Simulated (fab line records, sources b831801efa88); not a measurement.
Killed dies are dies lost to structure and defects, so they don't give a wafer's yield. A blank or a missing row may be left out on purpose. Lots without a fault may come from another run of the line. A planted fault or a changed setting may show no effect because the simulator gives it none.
Which tool did it? | flow gf180mcu | 13 lots, 39 wafers sampled, at 3 steps of a route of 602

WHAT THE GAUGES READ, wafer by wafer
GF_PSD_RS_MEAS_14: measures by four-point-probe.
lot  | measured     | on            | NSD_RS (ohm/sq)
L751 | day 14 11:26 | film_metro-01 | 46.26 46.18 46.25
L754 | day 15 03:34 | film_metro-02 | 46.08 46.17 46.19
L758 | day 16 17:17 | film_metro-01 | 46.06 46.06 46.14
L759 | day 17 01:49 | film_metro-02 | 46.25 46.25 46.22
L761 | day 17 16:20 | film_metro-04 | 46.05 46.12 46.13
L762 | day 18 02:01 | film_metro-01 | 46.09 46.15 46.08
L763 | day 18 05:26 | film_metro-02 | 46.27 46.25 46.20
L764 | day 18 21:59 | film_metro-02 | 46.28 46.21 46.18
L766 | day 19 12:32 | film_metro-04 | 46.17 46.21 46.11
L767 | day 19 19:10 | film_metro-01 | 46.12 46.19 46.04
L768 | day 20 05:47 | film_metro-01 | 46.27 46.21 46.29
L771 | day 21 09:34 | film_metro-01 | 46.19 46.08 46.05
L773 | day 22 04:19 | film_metro-01 | 46.17 46.21 46.15

WHICH TOOL RAN EACH LOT (tool, then ch and the chambers of the sampled wafers, then the start)
lot  | GF_MVPSD_STRIP_10                    | GF_HV_LDD_IMPLANT_21
L751 | plasma_asher-02 ch 0, day 5 03:22    | implanter-01 ch 0, day 11 00:25
L754 | plasma_asher-02 ch 1, day 5 19:58    | implanter-03 ch 0, day 11 14:52
L758 | plasma_asher-01 ch 0,1, day 6 20:40  | implanter-01 ch 0, day 12 23:46
L759 | plasma_asher-02 ch 0,1, day 7 02:28  | implanter-01 ch 0, day 13 07:11
L761 | plasma_asher-04 ch 0,1, day 7 12:01  | implanter-01 ch 0, day 13 20:59
L762 | plasma_asher-02 ch 0,1, day 7 18:56  | implanter-02 ch 0, day 14 04:38
L763 | plasma_asher-01 ch 0,1, day 7 23:40  | implanter-03 ch 0, day 14 08:59
L764 | plasma_asher-02 ch 0,1, day 8 07:46  | implanter-02 ch 0, day 14 21:32
L766 | plasma_asher-04 ch 0,1, day 8 18:05  | implanter-01 ch 0, day 15 11:34
L767 | plasma_asher-01 ch 0,1, day 8 22:04  | implanter-02 ch 0, day 15 16:02
L768 | plasma_asher-02 ch 0,1, day 9 08:00  | implanter-02 ch 0, day 16 01:44
L771 | plasma_asher-04 ch 0,1, day 10 00:15 | implanter-03 ch 0, day 17 03:37
L773 | plasma_asher-01 ch 0,1, day 10 12:40 | implanter-01 ch 0, day 17 22:41
- GF_MVPSD_STRIP_10: strips in O2/N2.
- GF_HV_LDD_IMPLANT_21

WHAT THE TOOLS THEMSELVES READ (means of the sampled wafers that have a number; where no wafer has one, the mark that the record gives instead)
GF_MVPSD_STRIP_10.
lot  | tool            | chamber_pressure_mTorr (mTorr) | drypump_motor_current_A (A) | heater_power_w (W) | oes_product_au (a.u.) | strip_time_to_endpoint_s (s)
L751 | plasma_asher-02 | 1500.1                         | 6.0                         | 375                | 0.723                 | 36.91
L754 | plasma_asher-02 | 1499.9                         | 4.7                         | 367                | 0.727                 | 36.77
L758 | plasma_asher-01 | 1499.7                         | 5.6                         | 331                | 0.723                 | 36.91
L759 | plasma_asher-02 | 1499.7                         | 5.6                         | 378                | 0.720                 | 37.10
L761 | plasma_asher-04 | 1501.0                         | 5.5                         | 290                | 0.728                 | 36.96
L762 | plasma_asher-02 | 1501.3                         | 5.6                         | 371                | 0.725                 | 37.09
L763 | plasma_asher-01 | 1501.8                         | 6.0                         | 327                | 0.724                 | 36.89
L764 | plasma_asher-02 | 1500.0                         | 5.1                         | 365                | 0.722                 | 37.06
L766 | plasma_asher-04 | 1500.8                         | 5.5                         | 291                | 0.721                 | 36.98
L767 | plasma_asher-01 | 1499.4                         | 5.5                         | 329                | 0.723                 | 36.90
L768 | plasma_asher-02 | 1500.3                         | 5.1                         | 368                | 0.723                 | 36.74
L771 | plasma_asher-04 | 1499.0                         | 5.2                         | 311                | 0.724                 | 36.96
L773 | plasma_asher-01 | 1500.5                         | 5.6                         | 324                | 0.722                 | 37.02

GF_HV_LDD_IMPLANT_21.
lot  | tool         | beam_energy_keV | dose_ions_cm2
L751 | implanter-01 | 24.998          | 5.003e+13
L754 | implanter-03 | 25.005          | 4.997e+13
L758 | implanter-01 | 25.000          | 4.990e+13
L759 | implanter-01 | 25.007          | 4.997e+13
L761 | implanter-01 | 24.999          | 4.998e+13
L762 | implanter-02 | 25.003          | 4.994e+13
L763 | implanter-03 | 25.001          | 4.999e+13
L764 | implanter-02 | 24.998          | 5.004e+13
L766 | implanter-01 | 24.998          | 4.999e+13
L767 | implanter-02 | 24.389          | 5.000e+13
L768 | implanter-02 | 24.389          | 5.000e+13
L771 | implanter-03 | 24.999          | 5.002e+13
L773 | implanter-01 | 25.005          | 4.996e+13

THE ANSWER, worked out from the rows above alone
Rule: what is usual is taken from the lots themselves. Put in order of their means at a reading, lots are off if they are a third of the lots or fewer, leave a main group of 4 or more, and stand apart from it by a gap of 3 or more times the standard deviation of the main group's means; of several such gaps the widest counts. A main group whose means are all the same, to the digits that the tables above print for the reading, isn't used. A lot without any number at a reading at which 4 lots or more have one is off too. The other lots that the step has rows for count as sound. The gauges are gone through in route order, then the tools' own readings, and for those a lot's mean is taken as printed above. The first step at which some lot is off is used, and at that step the reading that is off furthest; a lot without a number counts as furthest.
Off: L767, L768, at GF_HV_LDD_IMPLANT_21 (beam_energy_keV). The main group: mean 25.001, standard deviation 0.0031.
A tool fits if, at that step or a process step before it, it ran every lot that is off, and no sound lot after the first of them. One fits: implanter-02 at GF_HV_LDD_IMPLANT_21. Its last sound lot is L764 (day 14 21:32), its first lot that is off L767 (day 15 16:02): a fault that began between those two fits.
The tool's own readings at GF_HV_LDD_IMPLANT_21 bear it out: on the lots that are off they differ by more than 5 times the standard deviation of the sound lots' means. beam_energy_keV reads 24.389 there against 25.001 on the sound lots.

WHAT THE SIMULATOR HAD PUT IN
Process parameter drift: implanter-02, from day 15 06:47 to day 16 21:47, at GF_HV_LDD_IMPLANT_21. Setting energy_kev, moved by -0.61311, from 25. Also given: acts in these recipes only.
Lots struck among those shown: L767, L768. The rule above found the same.
